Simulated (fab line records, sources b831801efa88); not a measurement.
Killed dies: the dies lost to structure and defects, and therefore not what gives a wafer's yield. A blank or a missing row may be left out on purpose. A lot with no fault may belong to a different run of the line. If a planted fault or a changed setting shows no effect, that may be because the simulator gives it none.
fab line records ; flow sky130
record lots=12; wafers=36; lastDay=50
route steps=708 shown VIA1@465 METAL2@483 PAD_OPEN@708
lots that met no fault: taken from a fault-free run of the same line
startH: hours from the record's opening day to when the first of the lot's shown wafers began ; waitH: how many hours have passed since the lot's step before this one ; " unchanged from the row above ; L1.1+2: a single row standing in for several wafers ; - no value present, or no start provided ; * or withheld: withheld ; < > ~ a bound
route shown NAME@n: a module of which the file shows steps, and the number in the route of the first ; usual: mean and standard deviation over wafers with no fault ; same: alike in all rows ; chamber/n: place in a boat ; sites: the reading at each site ; _std_site: standard deviation of those values ; _edge_site: the outer-site mean with the inner-site mean subtracted ; radiusMm: for every site, how far away it sits from the centre of the wafer ; mask NAME#n: copy n ; behind: tool/chamber where the wafer was last shaped ; hold: reason for holding the lot/hours on hold/outcome of the hold ; device: names the non-switching transistor (n, p or np) ; end of line: tests of these same wafers at the route's end ; a step without rows: its recipe alone ; killed: dies lost to structure and defects at the first sort, not the wafer's yield ; map: shows each die of a wafer: x if killed, . if not, _ if none is there
set.NAME: the setting the step ran with; set.NAME@STEP: the setting that earlier step ran with ; model.NAME: the simulator's own value behind a step, which no gauge read
one table for each step of the route and one row for each wafer, over a sample of lots
services: from which hour (startH, from the record's first day; less than 0 if before it) a tool's chamber was out of use, for how many hours, and why
## steps
# step SKY_VIA1_COAT_07
# recipe resist=KrF-thick; spinRpm=3000; resistThkNm=450
# usual exhaustPa=44.9/0.86
lot.wafer;tool;chamber;startH;waitH;exhaustPa
L979.2;lithoTrack-03;0;775;-;45.3
L979.3;lithoTrack-03;0;775;-;44.6
L979.6;lithoTrack-03;0;776;-;44.1
L980.1;lithoTrack-03;0;777;-;45.5
L980.3;lithoTrack-03;0;777;-;44.7
L980.4;lithoTrack-03;0;777;-;46.0
L984.1;lithoTrack-03;0;816;-;45.0
L984.2;lithoTrack-03;0;816;-;45.8
L984.5;lithoTrack-03;0;816;-;43.6
L983.1;lithoTrack-02;0;817;-;44.2
L983.2;lithoTrack-02;0;818;-;45.6
L983.5;lithoTrack-02;0;818;-;46.2
L987.1;lithoTrack-02;0;877;-;45.5
L987.2;lithoTrack-02;0;877;-;44.3
L987.5;lithoTrack-02;0;877;-;45.3
L993.1;lithoTrack-03;0;884;-;46.0
L993.2;lithoTrack-03;0;884;-;44.6
L993.4;lithoTrack-03;0;884;-;45.3
L994.1;lithoTrack-03;0;884;-;45.1
L994.2;lithoTrack-03;0;884;-;44.2
L994.4;lithoTrack-03;0;884;-;44.4
L995.2;lithoTrack-03;0;898;-;43.3
L995.4;lithoTrack-03;0;898;-;43.9
L995.6;lithoTrack-03;0;898;-;46.6
L996.1;lithoTrack-01;0;899;-;44.2
L996.3;lithoTrack-01;0;899;-;44.6
L996.5;lithoTrack-01;0;899;-;44.1
L997.2;lithoTrack-02;0;903;-;45.6
L997.4;lithoTrack-02;0;903;-;45.4
L997.5;lithoTrack-02;0;903;-;44.9
L101.1;lithoTrack-02;0;960;-;44.2
L101.3;lithoTrack-02;0;960;-;43.8
L101.5;lithoTrack-02;0;960;-;44.8
L102.1;lithoTrack-03;0;960;-;44.8
L102.3;lithoTrack-03;0;960;-;45.5
L102.4;lithoTrack-03;0;960;-;44.3
# step SKY_VIA1_STRIP_16
# recipe chemistry=O2/N2; powerW=1400; pressureMtorr=1500; platenTempC=withheld; o2FlowSccm=3000; n2FlowSccm=300; overashFraction=0.5
# usual drypumpMotorCurrentA=5.5/0.45; oesProductAu=0.416/0.0047; stripTimeToEndpointS=4.46/0.033
lot.wafer;tool;chamber;startH;waitH;drypumpMotorCurrentA;oesProductAu;rfHoursCounterH;stripTimeToEndpointS
L979.2;plasmaAsher-04;0;789.35;0.0;5.8;0.414;101;4.42
L979.3;plasmaAsher-04;1;789.35;0.0;6.2;0.407;-;4.49
L979.6;plasmaAsher-04;1;789.35;0.0;6.2;0.408;-;4.46
L980.1;plasmaAsher-04;0;791.23;0.0;5.9;0.412;101;4.46
L980.3;plasmaAsher-04;0;791.23;0.0;5.9;0.418;-;4.51
L980.4;plasmaAsher-04;1;791.23;0.0;6.2;0.415;-;4.52
L984.1;plasmaAsher-01;1;830.21;0.0;4.9;0.415;70;4.47
L984.2;plasmaAsher-01;0;830.21;0.0;5.5;0.420;70;4.50
L984.5;plasmaAsher-01;1;830.21;0.0;5.0;0.414;-;4.49
L983.1;plasmaAsher-02;0;831.68;0.0;5.5;0.415;42;4.46
L983.2;plasmaAsher-02;1;831.68;0.0;4.9;0.411;42;4.48
L983.5;plasmaAsher-02;1;831.68;0.0;4.9;0.416;-;4.49
L987.1;plasmaAsher-04;1;891.81;0.0;6.2;0.410;111;4.42
L987.2;plasmaAsher-04;0;891.81;0.0;5.9;0.417;111;4.45
L987.5;plasmaAsher-04;0;891.81;0.0;5.9;0.414;-;4.43
L993.1;plasmaAsher-04;1;897.68;0.0;6.2;0.421;112;4.48
L993.2;plasmaAsher-04;0;897.68;0.0;5.9;0.415;112;4.47
L993.4;plasmaAsher-04;0;897.68;0.0;5.8;0.413;-;4.49
L994.1;plasmaAsher-04;1;898.16;0.0;6.2;0.411;112;4.21
L994.2;plasmaAsher-04;0;898.16;0.0;5.8;0.399;112;4.15
L994.4;plasmaAsher-04;0;898.16;0.0;5.9;0.409;-;4.17
L995.2;plasmaAsher-01;0;912.56;0.0;5.5;0.400;77;4.17
L995.4;plasmaAsher-01;1;912.56;0.0;5.0;0.401;-;4.16
L995.6;plasmaAsher-01;1;912.56;0.0;5.0;0.400;-;4.15
L996.1;plasmaAsher-01;1;914.06;0.0;5.0;0.413;78;4.46
L996.3;plasmaAsher-01;1;914.06;0.0;5.0;0.421;-;4.48
L996.5;plasmaAsher-01;1;914.06;0.0;5.0;0.424;-;4.47
L997.2;plasmaAsher-01;0;917.48;0.0;5.5;0.426;78;4.45
L997.4;plasmaAsher-01;1;917.48;0.0;5.0;0.416;-;4.44
L997.5;plasmaAsher-01;1;917.48;0.0;5.0;0.413;-;4.48
L101.1;plasmaAsher-02;1;973.13;0.0;4.9;0.415;57;4.46
L101.3;plasmaAsher-02;1;973.13;0.0;4.9;0.418;-;4.46
L101.5;plasmaAsher-02;1;973.13;0.0;4.9;0.419;-;4.47
L102.1;plasmaAsher-01;0;973.56;0.0;5.5;0.415;83;4.49
L102.3;plasmaAsher-01;0;973.56;0.0;5.5;0.414;-;4.50
L102.4;plasmaAsher-01;1;973.56;0.0;5.0;0.412;-;4.49
# step SKY_VIA1_CVD_21
# recipe material=W; targetThkNm=270; timeS=80.902; tempC=400; pressureTorr=40
# usual heaterPowerW=830/53
lot.wafer;tool;chamber;startH;waitH;heaterPowerW
L979.2;cvdW-02;1;790.12;0.0;763
L979.3;cvdW-02;0;790.12;0.0;841
L979.6;cvdW-02;0;790.12;0.0;860
L980.1;cvdW-01;1;791.88;0.0;901
L980.3;cvdW-01;1;791.88;0.0;918
L980.4;cvdW-01;0;791.88;0.0;787
L984.1;cvdW-02;0;830.93;0.0;860
L984.2;cvdW-02;1;830.93;0.0;787
L984.5;cvdW-02;0;830.93;0.0;839
L983.1;cvdW-01;0;832.37;0.0;777
L983.2;cvdW-01;1;832.37;0.0;941
L983.5;cvdW-01;1;832.37;0.0;925
L987.1;cvdW-01;1;892.50;0.0;932
L987.2;cvdW-01;0;892.50;0.0;790
L987.5;cvdW-01;0;892.50;0.0;793
L993.1;cvdW-02;0;898.34;0.0;849
L993.2;cvdW-02;1;898.34;0.0;793
L993.4;cvdW-02;0;898.34;0.0;834
L994.1;cvdW-01;0;898.83;0.0;772
L994.2;cvdW-01;1;898.83;0.0;915
L994.4;cvdW-01;1;898.83;0.0;947
L995.2;cvdW-02;1;913.21;0.0;788
L995.4;cvdW-02;0;913.21;0.0;862
L995.6;cvdW-02;0;913.21;0.0;841
L996.1;cvdW-02;0;914.71;0.0;836
L996.3;cvdW-02;0;914.71;0.0;860
L996.5;cvdW-02;1;914.71;0.0;785
L997.2;cvdW-01;0;918.13;0.0;775
L997.4;cvdW-01;0;918.13;0.0;794
L997.5;cvdW-01;0;918.13;0.0;793
L101.1;cvdW-02;0;973.79;0.0;838
L101.3;cvdW-02;0;973.79;0.0;867
L101.5;cvdW-02;1;973.79;0.0;760
L102.1;cvdW-02;0;974.28;0.0;852
L102.3;cvdW-02;0;974.28;0.0;860
L102.4;cvdW-02;1;974.28;0.0;798
# step SKY_METAL2_SPUTTER_00
# recipe material=Ti; targetThkNm=15; powerW=3000; timeS=10; chamberPressurePa=0.4
# usual throttleValvePct=30.1/1
lot.wafer;tool;chamber;startH;waitH;throttleValvePct
L979.2;pvdSputter-02;-;790.70;0.2;29.1
L979.3;pvdSputter-02;-;790.70;0.2;29.2
L979.6;pvdSputter-02;-;790.70;0.2;28.2
L980.1;pvdSputter-04;-;792.46;0.1;29.6
L980.3;pvdSputter-04;-;792.46;0.1;30.7
L980.4;pvdSputter-04;-;792.46;0.1;31.1
L984.1;pvdSputter-04;-;831.87;0.2;31.4
L984.2;pvdSputter-04;-;831.87;0.2;29.6
L984.5;pvdSputter-04;-;831.87;0.2;29.8
L983.1;pvdSputter-03;-;833.11;0.2;30.9
L983.2;pvdSputter-03;-;833.11;0.2;30.7
L983.5;pvdSputter-03;-;833.11;0.2;30.9
L987.1;pvdSputter-04;-;893.07;0.1;29.7
L987.2;pvdSputter-04;-;893.07;0.1;30.8
L987.5;pvdSputter-04;-;893.07;0.1;31.0
L993.1;pvdSputter-04;-;898.92;0.1;29.6
L993.2;pvdSputter-04;-;898.92;0.1;30.1
L993.4;pvdSputter-04;-;898.92;0.1;31.4
L994.1;pvdSputter-03;-;899.40;0.1;31.7
L994.2;pvdSputter-03;-;899.40;0.1;30.9
L994.4;pvdSputter-03;-;899.40;0.1;30.7
L995.2;pvdSputter-04;-;913.79;0.2;30.1
L995.4;pvdSputter-04;-;913.79;0.2;29.7
L995.6;pvdSputter-04;-;913.79;0.2;30.1
L996.1;pvdSputter-03;-;915.29;0.2;29.2
L996.3;pvdSputter-03;-;915.29;0.2;31.0
L996.5;pvdSputter-03;-;915.29;0.2;32.1
L997.2;pvdSputter-04;-;918.70;0.2;29.6
L997.4;pvdSputter-04;-;918.70;0.2;30.7
L997.5;pvdSputter-04;-;918.70;0.2;29.9
L101.1;pvdSputter-02;-;974.36;0.1;29.2
L101.3;pvdSputter-02;-;974.36;0.1;28.0
L101.5;pvdSputter-02;-;974.36;0.1;27.9
L102.1;pvdSputter-03;-;974.85;0.1;30.5
L102.3;pvdSputter-03;-;974.85;0.1;31.1
L102.4;pvdSputter-03;-;974.85;0.1;29.1
# step SKY_METAL2_SPUTTER_02
# recipe material=AlCu; targetThkNm=250; powerW=10600; timeS=13.67; chamberPressurePa=0.4
# usual throttleValvePct=30.1/1
lot.wafer;tool;chamber;startH;waitH;throttleValvePct
L979.2;pvdSputter-02;-;790.75;0.0;29.1
L979.3;pvdSputter-02;-;790.75;0.0;29.1
L979.6;pvdSputter-02;-;790.75;0.0;28.4
L980.1;pvdSputter-04;-;792.50;0.0;29.5
L980.3;pvdSputter-04;-;792.50;0.0;30.7
L980.4;pvdSputter-04;-;792.50;0.0;31.4
L984.1;pvdSputter-04;-;831.92;0.0;31.0
L984.2;pvdSputter-04;-;831.92;0.0;29.9
L984.5;pvdSputter-04;-;831.92;0.0;30.2
L983.1;pvdSputter-03;-;833.16;0.0;31.2
L983.2;pvdSputter-03;-;833.16;0.0;30.6
L983.5;pvdSputter-03;-;833.16;0.0;30.8
L987.1;pvdSputter-04;-;893.12;0.0;29.9
L987.2;pvdSputter-04;-;893.12;0.0;30.6
L987.5;pvdSputter-04;-;893.12;0.0;30.8
L993.1;pvdSputter-04;-;898.96;0.0;29.6
L993.2;pvdSputter-04;-;898.96;0.0;30.2
L993.4;pvdSputter-04;-;898.96;0.0;31.1
L994.1;pvdSputter-03;-;899.45;0.0;32.1
L994.2;pvdSputter-03;-;899.45;0.0;31.0
L994.4;pvdSputter-03;-;899.45;0.0;30.5
L995.2;pvdSputter-04;-;913.83;0.0;30.1
L995.4;pvdSputter-04;-;913.83;0.0;29.4
L995.6;pvdSputter-04;-;913.83;0.0;30.1
L996.1;pvdSputter-03;-;915.33;0.0;29.5
L996.3;pvdSputter-03;-;915.33;0.0;30.5
L996.5;pvdSputter-03;-;915.33;0.0;32.1
L997.2;pvdSputter-04;-;918.75;0.0;29.7
L997.4;pvdSputter-04;-;918.75;0.0;30.9
L997.5;pvdSputter-04;-;918.75;0.0;29.9
L101.1;pvdSputter-02;-;974.41;0.0;29.3
L101.3;pvdSputter-02;-;974.41;0.0;28.3
L101.5;pvdSputter-02;-;974.41;0.0;28.2
L102.1;pvdSputter-03;-;974.90;0.0;30.6
L102.3;pvdSputter-03;-;974.90;0.0;31.1
L102.4;pvdSputter-03;-;974.90;0.0;29.4
# step SKY_PAD_OPEN_PROBE_99
# usual defectLimitedYield=82.5/2; killed_at_M0_to_M3=43/7.3; killed_at_M4_up=3.5/2.2; killedAtContacts=24/5.3; killedAtFrontEnd=15/4.2; killedAtOther=0.3/0.67; killedDies=86/9.8; killedOnRim=17/3.8; killedOpen=47/7.2; killedShort=39/6.5; sort_bin_3_pad_short=0.9/0.42; sort_bin_5_function=10.4/1.5; sort_bin_6_memory=6.3/1.2; sort_bin_8_speed=0.00/0.038; sortNPass=406/9.9; sortYieldPct=82.5/2
# same grossDies=492; killedAtBackSide=0; sort_bin_4_leakage[%]=0
lot.wafer;tool;chamber;startH;waitH;defectLimitedYield[%];killed_at_M0_to_M3;killed_at_M4_up;killedAtContacts;killedAtFrontEnd;killedAtOther;killedDies;killedOnRim;killedOpen;killedShort;sort_bin_3_pad_short[%];sort_bin_5_function[%];sort_bin_6_memory[%];sort_bin_8_speed[%];sortNPass;sortYieldPct[%]
L979.2;prober-01;-;1072.65;0.1;82.1;36;4;31;17;0;88;17;45;43;1.2;12.2;4.5;0;404;82.1
L979.3;prober-01;-;1072.70;0.2;79.7;45;2;36;17;0;100;27;60;40;0.6;10.6;9.1;0;392;79.7
L979.6;prober-01;-;1072.85;0.2;79.1;46;4;36;16;1;103;19;56;47;1.0;11.6;8.3;0.41;387;78.7
L980.1;prober-02;-;1077.02;0.1;80.9;43;7;31;13;0;94;22;48;42;1.0;11.8;6.3;0;398;80.9
L980.3;prober-02;-;1077.12;0.2;83.1;42;5;16;20;0;83;21;45;38;1.0;9.8;6.1;0;409;83.1
L980.4;prober-02;-;1077.17;0.2;85.6;31;4;21;14;1;71;14;32;39;0.6;8.5;5.3;0;421;85.6
L984.1;prober-01;-;1104.40;0.1;82.7;37;3;20;24;1;85;16;47;38;0.8;11.4;5.1;0;407;82.7
L984.2;prober-01;-;1104.45;0.1;82.5;46;5;19;15;1;86;16;60;25;1.2;10.8;5.5;0;406;82.5
L984.5;prober-01;-;1104.60;0.2;82.9;49;2;22;11;0;84;9;48;36;1.4;7.3;8.3;0;408;82.9
L983.1;prober-01;-;1107.47;0.1;81.9;46;0;30;13;0;89;13;46;43;0.8;9.3;7.9;0;403;81.9
L983.2;prober-01;-;1107.52;0.1;83.1;34;2;29;18;0;83;20;50;31;0.8;10.6;5.5;0;409;83.1
L983.5;prober-01;-;1107.67;0.2;82.3;41;3;31;12;0;87;22;42;45;1.2;9.3;7.1;0;405;82.3
L987.1;prober-02;-;1150.50;0.1;81.1;46;2;27;17;1;93;18;56;37;0.8;12.4;5.7;0;399;81.1
L987.2;prober-02;-;1150.55;0.1;85.4;24;4;25;19;0;72;13;41;31;1.0;7.9;5.7;0;420;85.4
L987.5;prober-02;-;1150.70;0.2;82.1;43;4;26;15;0;88;14;47;41;1.2;9.1;7.5;0;404;82.1
L994.1;prober-01;-;1160.11;0.1;81.3;46;2;29;14;1;92;19;53;39;0.6;10.8;7.3;0;400;81.3
L994.2;prober-01;-;1160.16;0.1;83.7;30;6;25;18;1;80;18;39;41;0.4;10.2;5.7;0;412;83.7
L994.4;prober-01;-;1160.26;0.2;83.9;34;6;20;19;0;79;18;43;35;0.2;9.1;6.7;0;413;83.9
L993.1;prober-02;-;1160.41;0.4;83.3;37;2;28;14;1;82;11;45;37;0.2;8.9;7.5;0;410;83.3
L993.2;prober-02;-;1160.46;0.4;86.2;30;1;25;12;0;68;14;39;29;1.0;7.3;5.5;0;424;86.2
L993.4;prober-02;-;1160.56;0.5;84.1;34;3;24;17;0;78;17;41;36;0.8;10.0;5.1;0;414;84.1
L995.2;prober-01;-;1168.45;0.1;80.9;47;4;31;12;0;94;19;55;37;0.8;13.0;5.3;0;398;80.9
L995.4;prober-01;-;1168.55;0.2;82.5;51;2;20;13;0;86;18;48;38;1.0;9.8;6.7;0;406;82.5
L995.6;prober-01;-;1168.65;0.2;80.7;54;5;23;13;0;95;17;50;44;0.6;12.2;6.5;0;397;80.7
L996.1;prober-02;-;1169.90;0.1;83.1;43;2;23;15;0;83;21;46;36;0.2;10.8;5.9;0;409;83.1
L996.3;prober-02;-;1170.00;0.2;85.0;33;6;17;17;1;74;11;30;44;1.2;8.7;5.1;0;418;85.0
L996.5;prober-02;-;1170.10;0.2;80.1;47;2;31;18;0;98;17;59;38;1.2;10.6;8.1;0;394;80.1
L997.2;prober-01;-;1171.45;0.1;86.6;32;2;19;13;0;66;16;39;26;1.0;8.1;4.3;0;426;86.6
L997.4;prober-01;-;1171.55;0.2;83.5;46;0;24;11;0;81;16;47;34;0.2;8.3;7.9;0;411;83.5
L997.5;prober-01;-;1171.60;0.2;83.5;35;1;25;19;1;81;20;46;35;0.8;10.0;5.7;0;411;83.5
L101.3;prober-02;-;1205.74;0.2;86.0;41;3;13;11;1;69;13;31;36;0.8;7.9;5.3;0;423;86.0
L101.5;prober-02;-;1205.84;0.2;84.1;39;1;17;21;0;78;16;44;33;0.4;9.6;5.9;0;414;84.1
L102.1;prober-01;-;1207.04;0.1;79.5;47;2;30;22;0;101;19;53;44;1.2;14.4;4.9;0;391;79.5
L102.3;prober-01;-;1207.14;0.2;81.9;45;0;26;18;0;89;15;39;50;0.6;9.3;8.1;0;403;81.9
L102.4;prober-01;-;1207.19;0.2;80.9;51;4;20;19;0;94;11;47;47;1.6;9.6;7.9;0;398;80.9
# killed by level:class
L979.2 CONTACT:geometricParticle:open=8 LI_CONTACT:geometricParticle:open=7 METAL1:geometricParticle:short=7 VIA1:geometricParticle:open=7 VIA3:geometricParticle:open=7 FIELD_ISO:geometricParticle:short=6 LOCAL_INTERCONNECT:geometricParticle:short=6 CONTACT:geometricParticle:short=6
L979.3 LI_CONTACT:geometricParticle:open=17 VIA3:geometricParticle:open=10 CONTACT:geometricParticle:open=9 METAL2:geometricParticle:short=7 VIA1:geometricParticle:open=6 VIA1:geometricParticle:short=6 FIELD_ISO:geometricParticle:open=5 CONTACT:geometricParticle:short=5
L979.6 VIA1:geometricParticle:open=12 LI_CONTACT:geometricParticle:open=11 CONTACT:geometricParticle:open=10 CONTACT:geometricParticle:short=10 METAL2:geometricParticle:short=8 FIELD_ISO:geometricParticle:short=6 VIA3:geometricParticle:open=6 VIA1:geometricParticle:short=5
L980.1 VIA1:geometricParticle:open=13 LOCAL_INTERCONNECT:geometricParticle:short=7 METAL1:geometricParticle:short=7 CONTACT:geometricParticle:open=6 LI_CONTACT:geometricParticle:open=6 VIA2:geometricParticle:open=6 LI_CONTACT:geometricParticle:short=5 CONTACT:geometricParticle:short=4
L980.3 VIA2:geometricParticle:open=9 VIA1:geometricParticle:open=8 LI_CONTACT:geometricParticle:open=6 METAL2:geometricParticle:short=6 FIELD_ISO:geometricParticle:open=5 CONTACT:geometricParticle:open=5 METAL1:geometricParticle:short=5 METAL4:geometricParticle:short=5
L980.4 LI_CONTACT:geometricParticle:open=7 METAL1:geometricParticle:short=6 VIA3:geometricParticle:open=6 METAL2:geometricParticle:short=6 POLY_GATE:geometricParticle:short=5 LOCAL_INTERCONNECT:geometricParticle:short=5 VIA1:geometricParticle:open=5 POLY_GATE:geometricParticle:open=4
L984.1 VIA1:geometricParticle:open=11 CONTACT:geometricParticle:open=8 POLY_GATE:geometricParticle:open=8 METAL2:geometricParticle:short=6 VIA2:geometricParticle:open=6 FIELD_ISO:geometricParticle:short=4 POLY_GATE:geometricParticle:short=4 LOCAL_INTERCONNECT:geometricParticle:short=4
L984.2 VIA3:geometricParticle:open=12 VIA1:geometricParticle:open=10 CONTACT:geometricParticle:open=9 VIA2:geometricParticle:open=7 FIELD_ISO:geometricParticle:open=6 LI_CONTACT:geometricParticle:open=4 METAL2:geometricParticle:short=4 LOCAL_INTERCONNECT:geometricParticle:short=3
L984.5 VIA2:geometricParticle:open=11 VIA3:geometricParticle:open=9 CONTACT:geometricParticle:open=7 LI_CONTACT:geometricParticle:open=6 VIA1:geometricParticle:short=6 VIA1:geometricParticle:open=5 METAL3:geometricParticle:short=5 CONTACT:geometricParticle:short=4
L983.1 CONTACT:geometricParticle:open=15 VIA1:geometricParticle:open=9 VIA1:geometricParticle:short=8 LI_CONTACT:geometricParticle:open=7 FIELD_ISO:geometricParticle:short=6 METAL1:geometricParticle:short=6 LOCAL_INTERCONNECT:geometricParticle:short=5 VIA3:geometricParticle:short=5
L983.2 CONTACT:geometricParticle:open=16 VIA1:geometricParticle:open=10 VIA2:geometricParticle:open=7 POLY_GATE:geometricParticle:short=6 LI_CONTACT:geometricParticle:open=5 LOCAL_INTERCONNECT:geometricParticle:short=4 VIA2:geometricParticle:short=4 VIA3:geometricParticle:open=4
L983.5 CONTACT:geometricParticle:open=11 VIA1:geometricParticle:short=8 LI_CONTACT:geometricParticle:open=7 VIA1:geometricParticle:open=6 POLY_GATE:geometricParticle:short=6 CONTACT:geometricParticle:short=6 METAL1:geometricParticle:short=5 VIA3:geometricParticle:open=5
L987.1 VIA1:geometricParticle:open=13 VIA3:geometricParticle:open=10 CONTACT:geometricParticle:open=9 CONTACT:geometricParticle:short=7 FIELD_ISO:geometricParticle:open=6 FIELD_ISO:geometricParticle:short=6 LI_CONTACT:geometricParticle:open=6 METAL2:geometricParticle:short=5
L987.2 CONTACT:geometricParticle:open=10 LI_CONTACT:geometricParticle:open=8 FIELD_ISO:geometricParticle:short=7 FIELD_ISO:geometricParticle:open=5 POLY_GATE:geometricParticle:open=4 LOCAL_INTERCONNECT:geometricParticle:short=3 METAL1:geometricParticle:short=3 VIA1:geometricParticle:open=3
L987.5 VIA1:geometricParticle:open=13 CONTACT:geometricParticle:open=11 FIELD_ISO:geometricParticle:short=7 LI_CONTACT:geometricParticle:open=7 VIA2:geometricParticle:open=6 METAL2:geometricParticle:short=5 VIA3:geometricParticle:open=5 FIELD_ISO:geometricParticle:open=4
L994.1 CONTACT:geometricParticle:open=13 VIA1:geometricParticle:open=10 VIA2:geometricParticle:open=8 CONTACT:geometricParticle:short=6 METAL1:geometricParticle:short=6 VIA1:geometricParticle:short=6 FIELD_ISO:geometricParticle:open=5 VIA3:geometricParticle:open=5
L994.2 LI_CONTACT:geometricParticle:open=10 CONTACT:geometricParticle:open=9 VIA1:geometricParticle:open=6 METAL2:geometricParticle:short=6 FIELD_ISO:geometricParticle:open=5 FIELD_ISO:geometricParticle:short=4 POLY_GATE:geometricParticle:short=4 METAL1:geometricParticle:short=4
L994.4 CONTACT:geometricParticle:open=9 POLY_GATE:geometricParticle:open=7 VIA1:geometricParticle:open=7 VIA2:geometricParticle:open=5 METAL1:geometricParticle:short=5 METAL2:geometricParticle:short=5 POLY_GATE:geometricParticle:short=4 CONTACT:geometricParticle:short=4
L993.1 VIA1:geometricParticle:open=11 CONTACT:geometricParticle:open=9 CONTACT:geometricParticle:short=8 METAL2:geometricParticle:short=7 FIELD_ISO:geometricParticle:open=5 POLY_GATE:geometricParticle:open=4 LOCAL_INTERCONNECT:geometricParticle:short=4 VIA2:geometricParticle:open=4
L993.2 CONTACT:geometricParticle:open=10 VIA1:geometricParticle:open=10 VIA2:geometricParticle:open=10 FIELD_ISO:geometricParticle:short=4 LI_CONTACT:geometricParticle:open=4 LI_CONTACT:geometricParticle:short=4 LOCAL_INTERCONNECT:geometricParticle:short=4 CONTACT:geometricParticle:short=3
L993.4 LI_CONTACT:geometricParticle:open=8 VIA3:geometricParticle:open=7 CONTACT:geometricParticle:open=7 FIELD_ISO:geometricParticle:open=6 VIA1:geometricParticle:open=6 CONTACT:geometricParticle:short=5 VIA2:geometricParticle:short=5 LOCAL_INTERCONNECT:geometricParticle:short=4
L995.2 VIA1:geometricParticle:open=13 VIA2:geometricParticle:open=11 CONTACT:geometricParticle:open=11 LI_CONTACT:geometricParticle:open=9 METAL1:geometricParticle:short=8 CONTACT:geometricParticle:short=7 VIA3:geometricParticle:open=4 VIA3:geometricParticle:short=4
L995.4 VIA1:geometricParticle:open=16 CONTACT:geometricParticle:open=9 VIA3:geometricParticle:open=8 VIA2:geometricParticle:open=8 VIA1:geometricParticle:short=5 POLY_GATE:geometricParticle:short=4 METAL1:geometricParticle:short=4 METAL2:geometricParticle:short=4
L995.6 VIA1:geometricParticle:open=12 CONTACT:geometricParticle:open=9 LI_CONTACT:geometricParticle:open=7 METAL1:geometricParticle:short=7 VIA3:geometricParticle:open=7 METAL2:geometricParticle:short=6 VIA1:geometricParticle:short=6 VIA2:geometricParticle:open=6
L996.1 VIA1:geometricParticle:open=9 VIA2:geometricParticle:open=6 LI_CONTACT:geometricParticle:open=6 LOCAL_INTERCONNECT:geometricParticle:short=6 VIA3:geometricParticle:short=6 VIA3:geometricParticle:open=6 CONTACT:geometricParticle:open=5 METAL1:geometricParticle:short=5
L996.3 METAL3:geometricParticle:short=9 POLY_GATE:geometricParticle:open=7 METAL4:geometricParticle:short=6 METAL2:geometricParticle:short=5 CONTACT:geometricParticle:open=5 CONTACT:geometricParticle:short=5 VIA1:geometricParticle:open=5 VIA2:geometricParticle:open=3
L996.5 CONTACT:geometricParticle:open=15 LI_CONTACT:geometricParticle:open=9 METAL1:geometricParticle:short=8 VIA2:geometricParticle:open=8 VIA1:geometricParticle:short=7 VIA1:geometricParticle:open=6 VIA3:geometricParticle:open=6 POLY_GATE:geometricParticle:open=5
L997.2 VIA1:geometricParticle:open=10 VIA3:geometricParticle:open=7 CONTACT:geometricParticle:short=6 VIA2:geometricParticle:open=6 FIELD_ISO:geometricParticle:open=4 LI_CONTACT:geometricParticle:open=4 LI_CONTACT:geometricParticle:short=3 LOCAL_INTERCONNECT:geometricParticle:short=3
L997.4 VIA1:geometricParticle:open=10 CONTACT:geometricParticle:open=8 VIA1:geometricParticle:short=7 LI_CONTACT:geometricParticle:open=7 VIA2:geometricParticle:open=6 FIELD_ISO:geometricParticle:open=5 VIA3:geometricParticle:open=5 LOCAL_INTERCONNECT:geometricParticle:short=4
L997.5 CONTACT:geometricParticle:open=11 VIA3:geometricParticle:open=8 METAL2:geometricParticle:short=7 FIELD_ISO:geometricParticle:open=6 CONTACT:geometricParticle:short=6 POLY_GATE:geometricParticle:short=5 LI_CONTACT:geometricParticle:open=5 VIA1:geometricParticle:open=5
L101.3 VIA1:geometricParticle:open=7 VIA1:geometricParticle:short=6 CONTACT:geometricParticle:open=5 METAL1:geometricParticle:short=5 VIA2:geometricParticle:short=5 METAL2:geometricParticle:short=4 VIA2:geometricParticle:open=4 VIA3:geometricParticle:open=4
L101.5 VIA2:geometricParticle:open=8 VIA1:geometricParticle:open=8 LI_CONTACT:geometricParticle:open=7 POLY_GATE:geometricParticle:short=6 FIELD_ISO:geometricParticle:open=5 METAL2:geometricParticle:short=5 VIA3:geometricParticle:open=4 CONTACT:geometricParticle:open=4
L102.1 CONTACT:geometricParticle:open=14 VIA1:geometricParticle:open=12 LI_CONTACT:geometricParticle:open=7 VIA3:geometricParticle:open=7 METAL1:geometricParticle:short=6 FIELD_ISO:geometricParticle:short=5 VIA1:geometricParticle:short=5 METAL2:geometricParticle:short=5
L102.3 CONTACT:geometricParticle:open=11 VIA1:geometricParticle:open=11 FIELD_ISO:geometricParticle:short=9 METAL2:geometricParticle:short=9 METAL1:geometricParticle:short=7 VIA2:geometricParticle:short=6 VIA2:geometricParticle:open=5 LI_CONTACT:geometricParticle:short=4
L102.4 VIA1:geometricParticle:open=10 VIA2:geometricParticle:open=10 FIELD_ISO:geometricParticle:short=8 CONTACT:geometricParticle:open=7 LI_CONTACT:geometricParticle:open=7 VIA3:geometricParticle:open=6 POLY_GATE:geometricParticle:short=6 METAL2:geometricParticle:short=5
## services
tool;chamber;startH;hours;kind
plasmaAsher-01;-;764.31;3.1;repair
pvdSputter-03;2;821.09;-;consumableReplace:kit
pvdSputter-03;2;821.09;18.0;scheduledDown
pvdSputter-03;2;821.09;18.0;ventCycle
pvdSputter-03;-;827.79;2.2;repair
pvdSputter-02;-;846.81;3.5;repair
plasmaAsher-04;-;847.56;7.3;repair
cvdW-02;-;861.30;0.8;repair
plasmaAsher-01;-;865.53;14.6;pm
pvdSputter-03;-;884.65;4.8;repair
plasmaAsher-04;-;899.29;0.5;repair
cvdW-01;-;903.35;0.7;repair
cvdW-01;-;904.01;14.0;pm
cvdW-01;0;904.01;14.0;ventCycle
cvdW-01;1;904.01;14.0;ventCycle
cvdW-01;0;918.01;-;clean
cvdW-02;-;918.01;2.8;pm
pvdSputter-04;2;930.16;-;consumableReplace:kit
pvdSputter-04;2;930.16;18.0;scheduledDown
pvdSputter-04;2;930.16;18.0;ventCycle
pvdSputter-04;-;933.35;0.9;repair
cvdW-02;-;934.32;0.6;repair
pvdSputter-02;-;949.24;4.4;repair
pvdSputter-04;-;967.48;2.1;repair
## key
firstSign step=SKY_VIA1_STRIP_16; reading=stripTimeToEndpointS; direction=down; sigmas=9.1; usual=*; struck=*
effect step=SKY_VIA1_STRIP_16; reading=oesProductAu; direction=down; sigmas=2.7; usual=0.416; struck=0.403
metAt SKY_VIA1_COAT_07
struckLots L994,L995
notActingAt SKY_VIA1_CVD_21,SKY_METAL2_SPUTTER_00,SKY_METAL2_SPUTTER_02
fault kind=processParameterDrift; tool=lithoTrack-03; chamber=-; onsetH=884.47; steps=SKY_VIA1_COAT_07; channel=resistThkNm; offset=-28.565; shape=step; endH=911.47; actsIn=theseRecipesOnly; stated=450
